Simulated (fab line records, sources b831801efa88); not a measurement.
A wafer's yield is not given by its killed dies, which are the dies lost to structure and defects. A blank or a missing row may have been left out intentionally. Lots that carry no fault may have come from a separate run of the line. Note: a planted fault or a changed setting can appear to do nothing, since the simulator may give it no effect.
Problem report, 8D (eight disciplines) form, completed by code    flow gf180mcu    the parts of the form that need people (team, actions taken, sign-off) are left out

## 1. WHAT IS WRONG
SALICIDE_TIN_THK at GF_SALICIDE_THK_MEAS_05 reads a mean of 22.23 nm on 2 wafers of 1 lot; wafers without a fault read 19.87 nm with a standard deviation of 0.21. That is +11 standard deviations from the usual mean.
The step: measures by xrf.
First seen on wafer L130.3, day 19 10:34, on film_metro-02. Wafers with a number at this step in the record: 39, from 13 lots. The rule behind "out" and "out of limits": a value lying over 4 standard deviations away from the usual mean. The rest of the wafers with a number are treated as sound.

## 2. WHAT IT IS, AND WHAT IT ISN'T
question                     is                 is not
which readings at this step  SALICIDE_TIN_THK   -
which lots                   L130               L119, L120, L122, L125, L132, L133, L135, L136, L138, L140, L141, L142
which wafers of those lots   L130.3, L130.6     L130.1
read on which gauges         film_metro-02      film_metro-01, film_metro-04
when                         from day 19 10:34  up to then (13 sound wafers); but 24 sound wafers of L132, L133, L135, L136, L138, L140, L141, L142 came after

## 3. WHAT RULES OUT EACH SUSPECT
Counting: a tool at a process step up to the reading stays a suspect if it ran every lot that is out. Sound lots after the first of them don't rule it out here, since some wafers of a struck lot are sound.
- the gauge at GF_SALICIDE_THK_MEAS_05: kept. All the wafers that are out were read on film_metro-02, and no step on other tools shows them out.
- pvd_sputter-04 at GF_SALICIDE_SPUTTER_03 (material TiN, target thk 20 nm, time 16.7 s): kept. It ran the lot that is out, L130 (day 19 10:26); its last sound lot up to then is L125 (day 18 02:01).
What counting leaves: pvd_sputter-04 at GF_SALICIDE_SPUTTER_03 and film_metro-02 at GF_SALICIDE_THK_MEAS_05.

## 4. THE CAUSE (what the simulator had put in)
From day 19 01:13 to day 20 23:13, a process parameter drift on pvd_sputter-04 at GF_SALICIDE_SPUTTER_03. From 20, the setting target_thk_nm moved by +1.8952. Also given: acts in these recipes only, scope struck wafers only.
Counting left 2 suspects, and this tool is among them.

## 5. THE CHAIN OF EFFECTS, in route order
Each row: a reading where the mean over the struck wafers with a number is more than 3 standard deviations away from the usual. Only readings for which the record gives a usual standard deviation are gone through. hours: the time from each lot's start at the first step in this table that gives one to its start at this step, as a median over the lots. sigmas: the change in usual standard deviations.
hours  step                     reading           usual     on struck wafers  change  sigmas
0      GF_SALICIDE_THK_MEAS_05  SALICIDE_TIN_THK  19.87 nm  22.23             +2.36   +11
Later measuring or inspecting steps at which every struck wafer that the step has a row for has a number for every such reading, and none has moved that far: GF_M1_THK_MEAS_06, GF_M2_THK_MEAS_06.

## 6. WHAT WOULD HAVE CAUGHT IT SOONER
In this record the first reading out of limits at a measuring or inspecting step was taken at day 19 10:34, 9 hours after the fault began at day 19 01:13.
Of the tool readings at GF_SALICIDE_SPUTTER_03 for which the record gives a usual standard deviation, none was out on any struck wafer, so an alarm limit of 4 standard deviations on them would not have fired.
By day 19 10:34, every lot that is out (1) had started GF_SALICIDE_SPUTTER_03 on pvd_sputter-04. Had the tool been put on hold then, not one of them would have been saved.
